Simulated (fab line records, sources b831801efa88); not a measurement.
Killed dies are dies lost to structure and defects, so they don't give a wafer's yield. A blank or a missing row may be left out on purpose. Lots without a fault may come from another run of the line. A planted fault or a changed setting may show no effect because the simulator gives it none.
fab line records | flow gf180mcu | part 2 of 2: steps 29 to 37 of 37
record lots=5 wafers=15 last_day=34
route steps=602 shown V5@553 TOP_METAL@567 PASSIVATION@587
lots that met no fault: from a run of the same line without faults
start_h: hours from the record's first day to the start of the lot's first wafer shown | wait_h: hours since the lot's step before | " the same as in the row above | L1.1+2: a row that stands for several wafers | - no value, or no start given | * or withheld: withheld | < > ~ a bound
route shown NAME@n: a module of which the file shows steps, and the number in the route of the first | usual: mean/standard deviation of fault-free wafers | same: alike in all rows | chamber/n: place in a boat | sites: the reading at each site | _std_site: their standard deviation | _edge_site: outer sites' mean less inner sites' | radius_mm: how far each site lies from the wafer's centre | mask NAME#n: copy n | behind: the tool/chamber that last shaped the wafer | hold: why the lot was held/for how many hours/how that ended | device: the transistor (n, p or np) that didn't switch | end of line: the same wafers' tests at the end of the route | a step without rows: its recipe alone | killed: dies lost to structure and defects at the first sort, not the wafer's yield | map: a wafer's dies, x killed, . not, _ none there
set.NAME: the setting as run; set.NAME@STEP: as run at that earlier step | model.NAME: the simulator's own value behind a step, which no gauge read
lots at some steps of the route; a table a step, a row a wafer
services: from which hour (start_h, from the record's first day; less than 0 if before it) a tool's chamber was out of use, for how many hours, and why
## steps
# step GF_TOP_METAL_CD_MEAS_14
# recipe target_cd_nm=440
# usual cd_nm=438.7/2.2
# columns lot.wafer tool chamber start_h wait_h cd_nm
L079.2 cd_sem-01 - 686.56 0.3 439.7
L079.3 " - " " 440.4
L079.4 " - " " 440.5
L087.2 cd_sem-01 - 740.49 0.1 437.3
L087.4 " - " " 434.6
L087.6 " - " " 436.2
L088.2 cd_sem-02 - 744.96 0.1 437.8
L088.3 " - " " 441.4
L088.4 " - " " 440.2
L091.2 cd_sem-01 - 775.59 0.1 438.3
L091.4 " - " " 439.3
L091.6 " - " " 435.5
L093.1 cd_sem-02 - 786.15 0.1 440.2
L093.4 " - " " 441.0
L093.6 " - " " 440.6
# step GF_TOP_METAL_OVL_MEAS_15
# usual TOP_METAL_OVL=0.2/1.5
# columns lot.wafer tool chamber start_h wait_h TOP_METAL_OVL[nm]
L079.2 overlay-02 - 686.67 0.1 -1.5
L079.3 " - " " 1.4
L079.4 " - " " 1.6
L087.2 overlay-02 - 740.59 0.1 -2.9
L087.4 " - " " -1.6
L087.6 " - " " -1.2
L088.2 overlay-01 - 745.07 0.1 -1.2
L088.3 " - " " 0.2
L088.4 " - " " -1.4
L091.2 overlay-02 - 775.69 0.1 0.8
L091.4 " - " " -0.3
L091.6 " - " " 2.5
L093.1 overlay-01 - 786.27 0.1 -0.6
L093.4 " - " " 1.4
L093.6 " - " " -0.3
# step GF_TOP_METAL_METAL_ETCH_16
# recipe chemistry=Cl2/BCl3 mask_material=NOVOLAK target_depth_nm=1197 stop_on=SiO2 pressure_mtorr=8 icp_w=800 bias_w=140 Cl2_flow_sccm=80 bcl3_flow_sccm=40 time_s=199.5
# usual drypump_motor_current_A=5.6/0.37 oes_product_au=0.990/0.0064 throttle_valve_pct=28.229/0.011
# columns lot.wafer tool chamber start_h wait_h drypump_motor_current_A oes_product_au rf_hours_counter_h throttle_valve_pct
L079.2 rie_metal-01 1 686.70 0.0 6.0 0.989 14 28.225
L079.3 " 0 " " 5.8 1.005 - 28.226
L079.4 " 1 " " 6.0 0.994 - 28.229
L087.2 rie_metal-01 1 740.62 0.0 6.0 0.990 1 28.241
L087.4 " 0 " " 5.8 0.994 - 28.217
L087.6 " 1 " " 6.0 0.984 - 28.236
L088.2 rie_metal-03 1 745.16 0.1 5.0 0.997 - 28.235
L088.3 " 1 " " 5.1 0.996 - 28.224
L088.4 " 1 " " 5.0 0.999 - 28.216
L091.2 rie_metal-03 1 775.72 0.0 5.0 0.997 5 28.228
L091.4 " 0 " " 5.9 0.995 - 28.228
L091.6 " 1 " " 5.0 0.997 - 28.232
L093.1 rie_metal-04 0 786.30 0.0 5.4 0.997 8 28.232
L093.4 " 1 " " 5.6 0.987 - 28.224
L093.6 " 0 " " 5.4 0.992 - 28.218
# step GF_TOP_METAL_STRIP_17
# recipe chemistry=O2/N2 power_w=1400 pressure_mtorr=1500 platen_temp_c=250 o2_flow_sccm=3000 n2_flow_sccm=300 overash_fraction=0.5
# usual drypump_motor_current_A=5.9/0.32 heater_power_w=344/33 o2_flow_sccm=2998/13 oes_product_au=0.710/0.0046 strip_time_to_endpoint_s=12.95/0.11
# columns lot.wafer tool chamber start_h wait_h drypump_motor_current_A heater_power_w o2_flow_sccm oes_product_au rf_hours_counter_h strip_time_to_endpoint_s
L079.2 plasma_asher-03 1 686.89 0.1 6.3 374 3001 0.703 60 12.84
L079.3 " 0 " " 5.8 336 3001 0.715 - 12.82
L079.4 " 1 " " 6.4 391 2989 0.715 - 12.81
L087.2 plasma_asher-03 1 740.82 0.1 6.3 384 3014 0.709 68 13.08
L087.4 " 1 " " 6.3 375 3012 0.703 - 12.92
L087.6 " 1 " " 6.3 374 3023 0.717 - 13.03
L088.2 plasma_asher-03 0 745.48 0.3 5.8 334 3000 0.712 69 12.83
L088.3 " 1 " " 6.3 389 2993 0.705 - 12.89
L088.4 " 0 " " 5.8 333 3002 0.709 - 12.90
L091.2 plasma_asher-01 0 775.91 0.1 5.8 304 2986 0.706 3 12.87
L091.4 " 0 " " 5.8 300 2992 0.700 - 12.84
L091.6 " 1 " " 5.4 381 2996 0.715 - 12.81
L093.1 plasma_asher-04 1 786.49 0.1 6.2 305 3003 0.713 33 13.00
L093.4 " 1 " " 6.2 311 3015 0.711 - 13.07
L093.6 " 0 " " 5.8 344 2986 0.705 - 12.90
# step GF_TOP_METAL_STRIP_18
# recipe chemistry=post_etch_residue_remover time_s=1200 temp_c=72.5
# columns lot.wafer tool chamber start_h wait_h
L079.2+3+4 wet_bench-02 3 686.99 0.1
L087.2+4+6 wet_bench-03 1 740.92 0.1
L088.2+3+4 wet_bench-01 0 745.58 0.1
L091.2+4+6 wet_bench-03 1 776.01 0.1
L093.1+4+6 wet_bench-03 3 786.59 0.1
# step GF_TOP_METAL_CLEAN_19
# recipe chemistry=DIW dry=n2_spin
# columns lot.wafer tool chamber start_h wait_h
L079.2+3+4 wet_bench-03 1 687.73 0.0
L087.2+4+6 wet_bench-02 0 741.30 0.0
L088.2+3+4 wet_bench-03 1 745.92 0.0
L091.2+4+6 wet_bench-01 3 776.35 0.0
L093.1+4+6 wet_bench-02 1 786.94 0.0
# step GF_PASSIVATION_CVD_00
# recipe material=SiO2 target_thk_nm=1000 precursor=TEOS temp_c=400 time_s=111.95 rf_w=600
# usual heater_power_w=664/100
# columns lot.wafer tool chamber start_h wait_h heater_power_w
L079.2 pecvd-02 0 687.83 0.0 672
L079.3 " 2 " " 604
L079.4 " 0 " " 768
L087.2 pecvd-01 2 741.39 0.0 673
L087.4 " 0 " " 563
L087.6 " 2 " " 536
L088.2 pecvd-02 2 746.02 0.0 637
L088.3 " 0 " " 774
L088.4 " 0 " " 834
L091.2 pecvd-01 1 776.45 0.0 896
L091.4 " 1 " " 694
L091.6 " 2 " " 680
L093.1 pecvd-01 2 787.03 0.0 624
L093.4 " 2 " " 652
L093.6 " 1 " " 847
# step GF_PASSIVATION_THK_MEAS_01
# recipe reads=SiO2_of_PASSIVATION_CVD_00
# usual PASSIVATION_CVD_00_THK=1002/13
# columns lot.wafer tool chamber start_h wait_h PASSIVATION_CVD_00_THK[nm]
L079.2 film_metro-03 - 687.92 0.0 988
L079.3 " - " " 995
L079.4 " - " " 1012
L087.2 film_metro-01 - 741.48 0.0 980
L087.4 " - " " 1004
L087.6 " - " " 1001
L088.2 film_metro-03 - 746.11 0.0 999
L088.3 " - " " 1002
L088.4 " - " " 1023
L091.2 film_metro-03 - 776.53 0.0 1019
L091.4 " - " " 1029
L091.6 " - " " 1014
L093.1 film_metro-01 - 787.11 0.0 988
L093.4 " - " " 1018
L093.6 " - " " 1019
# step GF_PASSIVATION_CVD_02
# recipe material=Si3N4 target_thk_nm=700 time_s=486.18 temp_c=400 rf_w=450
# usual heater_power_w=714/99
# columns lot.wafer tool chamber start_h wait_h heater_power_w
L079.2 pecvd-01 2 687.97 0.0 693
L079.3 " 1 " " 947
L079.4 " 2 " " 741
L087.2 pecvd-02 0 741.53 0.0 759
L087.4 " 2 " " 643
L087.6 " 1 " " 589
L088.2 pecvd-03 0 746.16 0.0 571
L088.3 " 1 " " 747
L088.4 " 2 " " 784
L091.2 pecvd-03 1 776.58 0.0 762
L091.4 " 0 " " 575
L091.6 " 1 " " 591
L093.1 pecvd-02 2 787.17 0.1 659
L093.4 " 0 " " 865
L093.6 " 1 " " 594
## services
# columns tool chamber start_h hours kind
pvd_sputter-04 - 646.13 0.5 repair
cvd_w-01 - 653.34 14.6 pm
pvd_sputter-01 - 661.86 2.3 repair
iline_stepper-01 - 663.16 5.3 repair
pvd_sputter-03 - 666.79 4.2 repair
cvd_w-01 - 667.94 2.8 pm
rie_diel-01 3 678.98 7.9 repair
pvd_sputter-02 - 679.53 2.9 repair
cmp-01 - 681.98 5.4 pm
pvd_sputter-02 - 685.77 1.0 repair
plasma_asher-01 - 695.01 7.9 pm
pecvd-02 - 701.88 14.6 pm
pvd_sputter-01 - 704.52 15.2 repair
iline_stepper-01 - 704.94 1.7 pm
rie_diel-01 0 711.39 9.1 repair
pvd_sputter-04 - 714.58 4.4 repair
pvd_sputter-01 - 716.77 3.0 repair
rie_diel-01 - 724.10 0.9 repair
pecvd-01 2 756.40 6.5 repair
pvd_sputter-01 - 763.04 2.0 repair
pecvd-02 - 766.50 2.3 repair
pecvd-01 - 773.34 0.9 repair
pvd_sputter-02 - 776.47 4.5 repair
pvd_sputter-01 - 785.41 7.3 repair
